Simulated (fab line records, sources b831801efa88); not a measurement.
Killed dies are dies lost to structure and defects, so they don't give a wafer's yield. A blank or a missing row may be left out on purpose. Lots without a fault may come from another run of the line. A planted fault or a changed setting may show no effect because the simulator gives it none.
Which tool did it? | flow gf180mcu | 10 lots, 30 wafers sampled, at 4 steps of a route of 602

WHAT THE GAUGES READ, wafer by wafer
GF_M3_RS_MEAS_05: measures by four-point-probe.
lot  | measured     | on            | M3_ALCU_RS (ohm/sq)
L651 | day 20 06:17 | film_metro-02 | 0.0693 0.0694 0.0695
L652 | day 20 16:04 | film_metro-04 | 0.0701 0.0692 0.0685
L654 | day 21 21:18 | film_metro-02 | 0.0696 0.0693 0.0696
L653 | day 22 03:44 | film_metro-02 | 0.0688 0.0684 0.0684
L655 | day 22 18:03 | film_metro-02 | 0.0696 0.0683 0.0687
L656 | day 23 07:05 | film_metro-02 | 0.0691 0.0701 0.0703
L664 | day 25 10:36 | film_metro-01 | 0.0699 0.0925 0.0702 0.0700 0.0925 0.0702
L667 | day 26 07:37 | film_metro-04 | 0.0704 0.0703 0.0710
L668 | day 26 15:50 | film_metro-01 | 0.0683 0.0685 0.0681
L669 | day 26 22:22 | film_metro-02 | 0.0708 0.0709 0.0712

WHICH TOOL RAN EACH LOT (tool, then ch and the chambers of the sampled wafers, then the start)
lot  | GF_CONTACT_CVD_02               | GF_CONTACT_SPUTTER_22        | GF_M3_SPUTTER_02
L651 | pecvd-04 ch 0,1,2, day 15 03:04 | pvd_sputter-02, day 16 01:52 | pvd_sputter-03, day 20 06:08
L652 | pecvd-04 ch 0,1,2, day 15 12:22 | pvd_sputter-02, day 16 11:16 | pvd_sputter-01, day 20 15:56
L654 | pecvd-01 ch 0,1,2, day 16 14:50 | pvd_sputter-02, day 17 14:40 | pvd_sputter-03, day 21 21:13
L653 | pecvd-01 ch 0,1,2, day 16 19:14 | pvd_sputter-02, day 17 19:58 | pvd_sputter-03, day 22 03:35
L655 | pecvd-03 ch 0,1, day 17 10:47   | pvd_sputter-04, day 18 11:04 | pvd_sputter-01, day 22 17:56
L656 | pecvd-01 ch 0,1, day 18 00:08   | pvd_sputter-02, day 19 00:31 | pvd_sputter-01, day 23 07:00
L664 | pecvd-03 ch 0,2, day 20 08:32   | pvd_sputter-02, day 21 09:44 | pvd_sputter-03, day 25 10:31
L667 | pecvd-04 ch 1,2, day 21 06:27   | pvd_sputter-02, day 22 07:40 | pvd_sputter-02, day 26 07:32
L668 | pecvd-04 ch 0,1,2, day 21 16:50 | pvd_sputter-02, day 22 17:16 | pvd_sputter-01, day 26 15:44
L669 | pecvd-04 ch 0,1,2, day 22 01:53 | pvd_sputter-03, day 23 02:19 | pvd_sputter-01, day 26 22:12
- GF_CONTACT_CVD_02: deposits SiO2 from TEOS, target thk 860 nm, time 95.992 s.
- GF_CONTACT_SPUTTER_22: material Ti, target thk 15 nm, time 80.02 s.
- GF_M3_SPUTTER_02: material AlCu, target thk 450 nm, time 23.9 s.

THE ANSWER, worked out from the rows above alone
Rule: what is usual is taken from the lots themselves. Put in order of their means at a reading, lots are off if they are a third of the lots or fewer, leave a main group of 4 or more, and stand apart from it by a gap of 3 or more times the standard deviation of the main group's means; of several such gaps the widest counts. A main group whose means are all the same, to the digits that the tables above print for the reading, isn't used. A lot without any number at a reading at which 4 lots or more have one is off too. The other lots that the step has rows for count as sound.
Off: L664, at GF_M3_RS_MEAS_05 (M3_ALCU_RS). The main group: mean 0.0695 ohm/sq, standard deviation 0.00083.
A tool fits if, at a process step before that reading, it ran every lot that is off, and no sound lot after the first of them. The gauges at GF_M3_RS_MEAS_05 are tried like those tools. Can't be told from this: 2 tools fit, pecvd-03 at GF_CONTACT_CVD_02, pvd_sputter-03 at GF_M3_SPUTTER_02.

WHAT THE SIMULATOR HAD PUT IN
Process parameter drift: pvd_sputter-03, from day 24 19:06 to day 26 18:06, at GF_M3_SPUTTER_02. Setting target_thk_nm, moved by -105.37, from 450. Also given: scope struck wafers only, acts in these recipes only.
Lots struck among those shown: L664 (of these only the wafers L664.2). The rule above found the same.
